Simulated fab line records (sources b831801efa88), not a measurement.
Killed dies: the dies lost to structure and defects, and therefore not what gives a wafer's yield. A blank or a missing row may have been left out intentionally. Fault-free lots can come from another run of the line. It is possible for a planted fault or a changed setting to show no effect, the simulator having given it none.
Chamber matching ; flow gf180mcu ; 4 sister chambers for GF_PASSIVATION_ETCH_11 on rie-diel-01
The step etches the open film in CF4/O2, stops on TiN, target depth 2040 nm, time 453.3 s. 4 wafers are shown with their chamber, then 8 later ones without.

## EACH WAFER AND ITS CHAMBER
wafer;chamber;drypump-motor-current-A (A)
L084.4;0;5.75
L085.1;1;6.04
L085.5;3;5.72
L091.1;2;6.03

## WAFERS WHOSE CHAMBER IS MISSING
wafer;drypump-motor-current-A (A)
L091.5;6.02
L091.6;5.72
L094.1;5.71
L094.4;6.04
L094.6;6.04
L095.1;6.07
L095.4;5.71
L095.5;5.77

## WHICH CHAMBER EACH ONE RAN IN
wafer;from the rows above;in truth
L091.5;can't be placed: 2 or 1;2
L091.6;3;3
L094.1;3;3
L094.4;can't be placed: 1 or 2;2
L094.6;can't be placed: 1 or 2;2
L095.1;can't be placed: 1 or 2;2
L095.4;3;3
L095.5;0;0
Correctly placed: 4 of 8. From these rows, 4 cannot be placed; in 4 the true chamber is one of the candidates. Number placed wrongly: 0.
How it was worked out, from the rows above alone: a wafer's distance from a chamber is the root of the sum, over the readings, of the square of ((its reading less the chamber's mean) divided by the reading's scatter). The wafer belongs to the nearest chamber; if the next one is less than 2 further off, it can't be placed. A chamber's mean is the mean of its shown wafers. The scatter: root of mean squared gap, hidden wafer to nearest shown wafer, with one shown wafer a chamber.
